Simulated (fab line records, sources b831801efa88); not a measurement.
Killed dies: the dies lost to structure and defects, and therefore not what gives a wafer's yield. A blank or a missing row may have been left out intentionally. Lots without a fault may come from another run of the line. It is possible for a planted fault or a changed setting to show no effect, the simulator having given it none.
Struck lot and sound lot, side by side | flow gf180mcu | 27 out of 602 route steps
Sound: these wafers, L708.3, L708.4, L708.5. Wafers struck: L713.2, L713.3, L713.5. The cause comes at the end.
For every step that has rows: the tool of each side, followed by ch and its chambers, followed by its first start. Under that, the readings that differ: sound wafers | struck wafers | difference of the means | sigmas: that difference in standard deviations of wafers without a fault.
alike: words and numbers the same on both sides, and readings whose means are apart by under 2 such deviations; not compared: readings that were withheld, readings missing a value for some wafer, numbers with overlapping values and no deviation given by the record, and bounds like >300 which may hide the same value.
The two part at a step that has a row with sigmas, a row that says differs or no value, or rows on one side only. Numbers that don't overlap but have no deviation are shown without sigmas and don't part them. A reading that every wafer of one side lacks parts them only if that side has two wafers or more.

GF_DNWELL_STRIP_08: strips in O2/N2.
  sound on plasma asher-01 ch 0,1, day 5 22:13; struck on plasma asher-03 ch 0,1, day 6 23:34
  alike: chamber pressure mTorr, drypump motor current A, heater power w, oes product au, strip time to endpoint s
  not compared: rf hours counter h
GF_DNWELL_TW_MEAS_09:
  struck on film metro-01, day 6 23:41; sound on film metro-04, day 5 22:18
  alike: DNWELL_TW
then, 7 steps without rows for these wafers: GF_NWELL_DEHYDRATE_00 (time 60 s); GF_NWELL_HMDS_01 (prime time 60 s); GF_NWELL_COAT_02 (resist thk 3000 nm); GF_NWELL_SOFTBAKE_03; GF_NWELL_EXPOSE_04 (exposes mask Nwell, target cd 860 nm); GF_NWELL_PEB_05; GF_NWELL_DEVELOP_06 (develop time 60 s).
GF_NWELL_OVL_MEAS_07:
  struck on overlay-02, day 7 15:16; sound on overlay-01, day 6 13:56
  alike: NWELL_OVL
then, 2 steps without rows for these wafers: GF_NWELL_IMPLANT_08; GF_NWELL_IMPLANT_09.
GF_NWELL_STRIP_10: strips in O2/N2.
  sound on plasma asher-03 ch 0,1, day 6 14:17; struck on plasma asher-02 ch 0,1, day 7 15:35
  no value came back on the struck wafers for any of 5 readings (chamber pressure mTorr (mTorr), drypump motor current A (A) and others); on the sound wafers chamber pressure mTorr (mTorr) reads 1498.7 1498.4 1503.4
  reading                                 | sound | struck         | difference | sigmas
  model.coat_of_NWELL_COAT_02.thk nm (nm) | 0 0 0 | 3002 2996 3002 | +3000      |
  not compared: rf hours counter h
GF_NWELL_TW_MEAS_11:
  struck on film metro-02, day 7 15:42; sound on film metro-01, day 6 14:23
  reading  | sound          | struck         | difference | sigmas
  NWELL_TW | 1576 1571 1564 | 1550 1551 1557 | -18        | -2
then, 7 steps without rows for these wafers: GF_LVPWELL_DEHYDRATE_00 (time 60 s); GF_LVPWELL_HMDS_01 (prime time 60 s); GF_LVPWELL_COAT_02 (resist thk 3000 nm); GF_LVPWELL_SOFTBAKE_03; GF_LVPWELL_EXPOSE_04 (exposes mask LVPWELL, target cd 600 nm); GF_LVPWELL_PEB_05; GF_LVPWELL_DEVELOP_06 (develop time 60 s).
GF_LVPWELL_OVL_MEAS_07:
  struck on overlay-01, day 8 07:59; sound on overlay-01, day 7 05:44
  alike: LVPWELL_OVL
then, 2 steps without rows for these wafers: GF_LVPWELL_IMPLANT_08; GF_LVPWELL_IMPLANT_09.
GF_LVPWELL_STRIP_10: strips in O2/N2.
  sound on plasma asher-04 ch 0,1, day 7 06:05; struck on plasma asher-04 ch 0,1, day 8 08:19
  reading                      | sound             | struck            | difference | sigmas
  oes product au (a.u.)        | 0.729 0.720 0.719 | 0.739 0.743 0.747 | +0.020     | +4
  strip time to endpoint s (s) | 36.99 36.94 37.06 | 81.42 81.37 81.42 | +44.41     | +99 or more
  alike: chamber pressure mTorr, drypump motor current A, heater power w
  not compared: rf hours counter h
GF_LVPWELL_TW_MEAS_11:
  struck on film metro-02, day 8 08:25; sound on film metro-01, day 7 06:11
  reading    | sound             | struck         | difference | sigmas
  LVPWELL_TW | 555.6 555.1 553.6 | 29.8 29.9 29.7 | -525.0     | -99 or more
then, 1 step without rows for these wafers: GF_MVSD_DEHYDRATE_00 (time 60 s).

== WHERE THEY PART ==
At GF_NWELL_STRIP_10 first; at GF_LVPWELL_TW_MEAS_11 last (within this record only).

WHY: whatever the simulator had introduced
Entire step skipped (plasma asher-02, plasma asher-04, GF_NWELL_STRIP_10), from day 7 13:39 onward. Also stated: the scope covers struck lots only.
